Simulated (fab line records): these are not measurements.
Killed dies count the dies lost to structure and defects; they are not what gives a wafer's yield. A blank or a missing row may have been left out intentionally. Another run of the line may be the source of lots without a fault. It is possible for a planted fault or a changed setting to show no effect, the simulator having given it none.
fab line records	flow sky130
[record] lots = 13	wafers = 38	last_day = 50
route steps=708 shown PWDE@84 VT_ADJUST_LVTN@115 VT_ADJUST_PCH@152 SONOS_ONO@178 PAD_OPEN@708
lots that met no fault: taken from a fault-free run of the same line
start_h: hours from the record's opening day to when the first of the lot's shown wafers began	wait_h: hours elapsed since this lot's preceding step	" same as the row above	L1.1+2: one row covering several wafers at once	- value missing, or start not given	* or withheld: withheld	< > ~ a bound
route shown NAME@n: NAME is a module with steps in the file, n the number in the route of the first one	usual: mean/standard deviation taken from wafers without a fault	same: alike in all rows	chamber/n: place in a boat	sites: readings site by site	_std_site: the values' standard deviation	_edge_site: mean of outer sites minus mean of inner sites	radius_mm: for every site, how far away it sits from the centre of the wafer	mask NAME#n: copy n	behind: the last tool/chamber to shape the wafer	hold: reason for holding the lot/hours on hold/outcome of the hold	device: the transistor (n, p or np) that didn't switch	end of line: tests of these same wafers at the route's end	a step with no rows: only its recipe	killed: dies that structure and defects cost at the first sort, which is not the same as the wafer's yield	map: dies across one wafer; x = killed, . = not, _ = none there
set.NAME: setting as actually run; set.NAME@STEP: the setting as run at that earlier step	model.NAME: the simulator's own value behind a step, which no gauge read
the route's steps for a sample of lots (tables are steps, rows are wafers)
services: from which hour (start_h, from the record's first day; less than 0 if before it) a tool's chamber was out of use, for how many hours, and why
[[steps]]
[step SKY_NWELL_RS_MEAS_31]
[recipe] thk_meas_gauge = four-point-probe
[usual] PWDE_RS = 5283/15
lot.wafer	tool	chamber	start_h	wait_h	PWDE_RS[ohm/sq]
L457.1	film_metro-01	-	104.36	0.1	5294
L457.3	"	-	"	"	5285
L457.5	"	-	"	"	5287
L458.2	film_metro-02	-	110.53	0.1	5311
L458.3	"	-	"	"	5296
L458.5	"	-	"	"	5296
L460.3	film_metro-02	-	125.80	0.1	5287
L460.4	"	-	"	"	5303
L460.6	"	-	"	"	5299
L461.2	film_metro-02	-	127.38	0.1	5288
L461.4	"	-	"	"	5269
L461.6	"	-	"	"	5280
L462.1	film_metro-03	-	135.40	0.1	5290
L462.5	"	-	"	"	5304
L462.6	"	-	"	"	5281
L464.1	film_metro-02	-	147.01	0.1	5300
L464.2	"	-	"	"	5281
L464.3	"	-	"	"	5309
L465.1	film_metro-02	-	148.32	0.1	5288
L465.3	"	-	"	"	5291
L465.6	"	-	"	"	5277
L468.2	film_metro-02	-	169.43	0.1	5288
L468.3	"	-	"	"	5277
L468.5	"	-	"	"	5264
L469.1	film_metro-02	-	176.01	0.1	5299
L469.4	"	-	"	"	5293
L469.5	"	-	"	"	5297
L472.1	film_metro-02	-	196.11	0.1	5276
L472.4	"	-	"	"	5289
L478.3	film_metro-03	-	238.84	0.1	5282
L478.4	"	-	"	"	5279
L478.6	"	-	"	"	5287
L479.2	film_metro-02	-	240.53	0.1	5290
L479.3	"	-	"	"	5292
L479.5	"	-	"	"	5295
L480.4	film_metro-01	-	246.56	0.1	5289
L480.5	"	-	"	"	5258
L480.6	"	-	"	"	5280
[step SKY_VT_ADJUST_LVTN_OVL_MEAS_18]
[usual] VT_ADJUST_LVTN_01_OVL = -0.2/1.5
lot.wafer	tool	chamber	start_h	wait_h	VT_ADJUST_LVTN_01_OVL[nm]
L457.1	overlay-01	-	161.13	0.1	-0.4
L457.3	"	-	"	"	-0.7
L457.5	"	-	"	"	-0.7
L458.2	overlay-01	-	167.34	0.1	-0.3
L458.3	"	-	"	"	1.4
L458.5	"	-	"	"	1.0
L460.3	overlay-01	-	186.44	0.1	0.0
L460.4	"	-	"	"	-1.6
L460.6	"	-	"	"	-1.4
L461.2	overlay-01	-	187.14	0.1	-1.2
L461.4	"	-	"	"	-3.9
L461.6	"	-	"	"	-1.9
L462.1	overlay-02	-	196.38	0.1	-0.6
L462.5	"	-	"	"	-0.5
L462.6	"	-	"	"	-1.3
L464.1	overlay-01	-	210.68	0.1	0.5
L464.2	"	-	"	"	0.5
L464.3	"	-	"	"	0.0
L465.1	overlay-01	-	211.18	0.1	-0.8
L465.3	"	-	"	"	-1.9
L465.6	"	-	"	"	-1.2
L468.2	overlay-02	-	234.82	0.1	1.4
L468.3	"	-	"	"	2.5
L468.5	"	-	"	"	4.2
L469.1	overlay-02	-	242.28	0.1	1.7
L469.4	"	-	"	"	0.4
L469.5	"	-	"	"	1.6
L472.1	overlay-02	-	264.68	0.1	-2.3
L472.4	"	-	"	"	-1.2
L478.3	overlay-02	-	311.32	0.1	-1.3
L478.4	"	-	"	"	-1.2
L478.6	"	-	"	"	-0.2
L479.2	overlay-01	-	313.39	0.1	-1.4
L479.3	"	-	"	"	0.9
L479.5	"	-	"	"	0.4
L480.4	overlay-01	-	320.25	0.1	0.8
L480.5	"	-	"	"	-0.6
L480.6	"	-	"	"	0.8
[step SKY_VT_ADJUST_PCH_STRIP_09]
[recipe] chemistry = O2/N2	power_w = 1400	pressure_mtorr = 1500	platen_temp_c = withheld	o2_flow_sccm = 3000	n2_flow_sccm = 300	overash_fraction = 0.5
[usual] drypump_motor_current_A = 5.6/0.32	oes_product_au = 0.722/0.0044	strip_time_to_endpoint_s = 36.95/0.1
lot.wafer	tool	chamber	start_h	wait_h	drypump_motor_current_A	oes_product_au	rf_hours_counter_h	strip_time_to_endpoint_s
L457.1	plasma_asher-01	0	225.62	0.1	5.4	0.722	56	37.15
L457.3	"	1	"	"	5.8	0.713	-	37.12
L457.5	"	0	"	"	5.5	0.719	-	37.06
L458.2	plasma_asher-03	0	233.57	0.1	5.0	0.728	40	36.91
L458.3	"	0	"	"	5.0	0.722	-	37.02
L458.5	"	0	"	"	5.0	0.722	-	36.82
L460.3	plasma_asher-01	0	254.89	0.1	5.5	0.724	-	36.99
L460.4	"	1	"	"	5.9	0.719	-	36.94
L460.6	"	1	"	"	5.9	0.722	-	36.98
L461.2	plasma_asher-01	0	256.31	0.1	5.5	0.730	60	37.01
L461.4	"	1	"	"	5.8	0.716	-	36.94
L461.6	"	1	"	"	5.9	0.726	-	37.10
L462.1	plasma_asher-04	0	266.62	0.1	6.0	0.718	54	36.95
L462.5	"	1	"	"	5.5	0.730	-	37.04
L462.6	"	0	"	"	6.0	0.730	-	36.99
L464.1	plasma_asher-01	0	281.81	0.1	5.5	0.719	62	36.84
L464.2	"	1	"	"	5.8	0.721	62	36.78
L464.3	"	0	"	"	5.5	0.720	-	36.84
L465.1	plasma_asher-04	1	282.40	0.1	5.5	0.727	56	37.07
L465.3	"	0	"	"	6.0	0.724	-	37.06
L465.6	"	1	"	"	5.5	0.721	-	36.99
L468.2	plasma_asher-04	0	307.92	0.1	6.0	0.719	58	37.02
L468.3	"	0	"	"	6.0	0.718	-	36.88
L468.5	"	0	"	"	6.0	0.729	-	36.91
L469.1	plasma_asher-04	1	317.66	0.1	5.5	0.712	59	36.85
L469.4	"	1	"	"	5.5	0.729	-	36.85
L469.5	"	1	"	"	5.5	0.722	-	36.98
L472.1	plasma_asher-04	1	341.85	0.1	5.5	0.720	61	36.94
L472.4	"	1	"	"	5.5	0.725	-	36.89
L478.3	plasma_asher-01	1	394.99	0.1	5.8	0.719	-	36.87
L478.4	"	0	"	"	5.5	0.722	-	36.86
L478.6	"	0	"	"	5.4	0.724	-	36.87
L479.2	plasma_asher-03	0	397.75	0.1	5.1	0.724	56	36.96
L479.3	"	0	"	"	5.0	0.726	-	37.02
L479.5	"	1	"	"	5.0	0.722	-	37.13
L480.4	plasma_asher-01	0	405.68	0.1	5.5	0.728	-	36.99
L480.5	"	0	"	"	5.4	0.726	-	37.03
L480.6	"	1	"	"	5.8	0.723	-	37.03
[step SKY_SONOS_ONO_EXPOSE_10]
[recipe] mask_id = ONOM	target_cd_nm = 410	na = 0.6	source_shape = conventional	sigma_outer = 0.6	dose_mj = 150
[same] na = 0.6
lot.wafer	tool	chamber	start_h	wait_h	mask
L457.1+3+5	iline_stepper-01	0	268.00	-	ONOM#0
L458.2+3+5	iline_stepper-02	0	274.17	-	ONOM#0
L460.3+4+6	iline_stepper-02	0	298.31	-	ONOM#0
L461.2+4+6	iline_stepper-02	0	298.54	-	ONOM#0
L462.1+5+6	iline_stepper-01	0	309.11	-	ONOM#0
L464.1+2+3	iline_stepper-01	0	324.87	-	ONOM#0
L465.1+3+6	iline_stepper-01	0	328.92	-	ONOM#0
L468.2+3+5	iline_stepper-02	0	354.08	-	ONOM#0
L469.1+4+5	iline_stepper-01	0	368.76	-	ONOM#0
L472.1+4	iline_stepper-01	0	391.92	-	ONOM#0
L478.3+4+6	iline_stepper-01	0	443.89	-	ONOM#0
L479.2+3+5	iline_stepper-01	0	448.55	-	ONOM#0
L480.4+5+6	iline_stepper-01	0	457.04	-	ONOM#0
[step SKY_SONOS_ONO_CD_MEAS_13]
[recipe] target_cd_nm = 410
[usual] cd_nm = 409.9/2
lot.wafer	tool	chamber	start_h	wait_h	cd_nm
L457.1	cd_sem-02	-	280.47	0.1	408.7
L457.3	"	-	"	"	408.7
L457.5	"	-	"	"	407.9
L458.2	cd_sem-02	-	286.29	0.1	411.9
L458.3	"	-	"	"	412.6
L458.5	"	-	"	"	410.8
L460.3	cd_sem-01	-	311.31	0.1	409.9
L460.4	"	-	"	"	409.4
L460.6	"	-	"	"	411.9
L461.2	cd_sem-01	-	311.89	0.1	409.8
L461.4	"	-	"	"	409.8
L461.6	"	-	"	"	411.1
L462.1	cd_sem-01	-	321.23	0.1	410.1
L462.5	"	-	"	"	408.6
L462.6	"	-	"	"	408.9
L464.1	cd_sem-01	-	338.72	0.1	409.0
L464.2	"	-	"	"	407.5
L464.3	"	-	"	"	409.7
L465.1	cd_sem-01	-	342.72	0.1	414.1
L465.3	"	-	"	"	411.5
L465.6	"	-	"	"	410.5
L468.2	cd_sem-02	-	368.95	0.1	407.1
L468.3	"	-	"	"	411.0
L468.5	"	-	"	"	410.3
L469.1	cd_sem-02	-	382.37	0.1	409.8
L469.4	"	-	"	"	354.4
L469.5	"	-	"	"	409.8
L472.1	cd_sem-02	-	406.48	0.1	409.9
L472.4	"	-	"	"	359.3
L478.3	cd_sem-01	-	459.46	0.1	407.6
L478.4	"	-	"	"	406.3
L478.6	"	-	"	"	408.5
L479.2	cd_sem-02	-	463.76	0.2	407.1
L479.3	"	-	"	"	407.1
L479.5	"	-	"	"	407.4
L480.4	cd_sem-01	-	472.34	0.1	412.1
L480.5	"	-	"	"	412.6
L480.6	"	-	"	"	412.9
[step SKY_PAD_OPEN_PROBE_99]
[usual] killed_at_M0_to_M3 = 44/7.5	killed_at_M4_up = 3.2/1.9	killed_at_contacts = 23/4.7	killed_at_front_end = 15/4.7	killed_at_other = 0.4/0.66	killed_dies = 87/9.3	killed_open = 47/7.2	killed_short = 39/6.5
[same] gross_dies = 492	killed_at_back_side = 0
lot.wafer	tool	chamber	start_h	wait_h	killed_at_M0_to_M3	killed_at_M4_up	killed_at_contacts	killed_at_front_end	killed_at_other	killed_dies	killed_open	killed_short
L469.1	prober-02	-	1149.74	0.1	46	3	18	16	0	83	46	37
L469.4	prober-02	-	1149.89	0.2	34	1	37	44	1	117	47	41
L469.5	prober-02	-	1149.94	0.2	52	5	14	6	0	77	42	35
L472.1	prober-01	-	1163.98	0.1	46	2	28	13	0	89	49	39
L472.4	prober-01	-	1164.13	0.2	48	3	24	29	0	104	49	39
// killed by level:class
L469.1 VIA2:geometric_particle:open=11 VIA3:geometric_particle:open=9 CONTACT:geometric_particle:open=7 VIA1:geometric_particle:open=7 FIELD_ISO:geometric_particle:short=6 VIA1:geometric_particle:short=5 SPACER:geometric_particle:short=4 LI_CONTACT:geometric_particle:open=4
L469.4 SONOS_ONO:area_expose=29 LI_CONTACT:geometric_particle:open=14 VIA2:geometric_particle:open=12 CONTACT:geometric_particle:open=8 FIELD_ISO:geometric_particle:short=7 CONTACT:geometric_particle:short=7 LI_CONTACT:geometric_particle:short=5 VIA1:geometric_particle:open=3
L469.5 VIA1:geometric_particle:open=12 VIA2:geometric_particle:open=8 CONTACT:geometric_particle:open=7 VIA1:geometric_particle:short=7 VIA3:geometric_particle:open=6 METAL4:geometric_particle:short=5 VIA2:geometric_particle:short=4 METAL3:geometric_particle:short=4
L472.1 VIA1:geometric_particle:open=15 METAL2:geometric_particle:short=9 LI_CONTACT:geometric_particle:open=7 CONTACT:geometric_particle:short=7 CONTACT:geometric_particle:open=6 VIA1:geometric_particle:short=6 FIELD_ISO:geometric_particle:open=5 VIA2:geometric_particle:open=5
L472.4 SONOS_ONO:area_expose=16 VIA1:geometric_particle:open=11 VIA3:geometric_particle:open=8 CONTACT:geometric_particle:open=7 LOCAL_INTERCONNECT:geometric_particle:short=6 VIA2:geometric_particle:open=6 VIA3:geometric_particle:short=5 FIELD_ISO:geometric_particle:short=4
[[services]]
tool	chamber	start_h	hours	kind
iline_stepper-02	-	203.75	1.7	pm
plasma_asher-01	-	229.29	2.8	pm
plasma_asher-04	-	232.29	2.2	repair
plasma_asher-04	-	240.67	14.6	pm
plasma_asher-01	-	261.39	3.1	repair
iline_stepper-01	-	270.71	1.2	repair
iline_stepper-01	-	314.25	4.0	repair
iline_stepper-01	0	335.51	-	calibration
plasma_asher-01	-	337.55	14.6	pm
iline_stepper-01	-	347.88	2.3	repair
iline_stepper-01	-	357.10	1.7	pm
plasma_asher-03	-	378.58	1.8	repair
plasma_asher-04	-	389.09	1.9	repair
plasma_asher-04	-	402.08	1.4	repair
plasma_asher-04	-	410.55	0.3	repair
plasma_asher-01	-	421.25	9.0	pm
plasma_asher-01	0	421.25	9.0	vent_cycle
plasma_asher-01	1	421.25	9.0	vent_cycle
iline_stepper-02	-	421.93	1.7	pm
plasma_asher-04	-	424.81	11.2	repair
plasma_asher-01	0	430.25	-	clean
plasma_asher-01	1	430.25	-	clean
plasma_asher-03	-	438.54	3.6	repair
plasma_asher-04	-	451.47	0.5	repair
[[key]]
[first_sign] step = SKY_SONOS_ONO_CD_MEAS_13	reading = cd_nm	direction = down	sigmas = 27	usual = 409.9	struck = 356.9
[effect] step = SKY_PAD_OPEN_PROBE_99	reading = killed_at_front_end	direction = up	sigmas = 4.6	usual = 15	struck = 36
[more_kills_born_at] SKY_SONOS_ONO_EXPOSE_10@iline_stepper-01 = 45
met_at SKY_SONOS_ONO_EXPOSE_10
struck_lots L469,L472
struck_wafers L469.4,L472.4
tester_left_out L469,L472
not_acting_at SKY_NWELL_RS_MEAS_31,SKY_VT_ADJUST_LVTN_OVL_MEAS_18,SKY_VT_ADJUST_PCH_STRIP_09
onset_between 328.92 368.76
[fault] kind = process_parameter_drift	tool = iline_stepper-01	chamber = -	onset_h = 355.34	steps = SKY_SONOS_ONO_EXPOSE_10	channel = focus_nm	offset = 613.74	shape = step	end_h = 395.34	scope = struck_wafers_only
// tester_left_out: of these lots the tester's yield and bins aren't shown, on N5 and GAA mostly nor the transistor test; their killed dies are dies lost to structure and defects alone, not to doping, threshold or leakage, so they don't give the yield
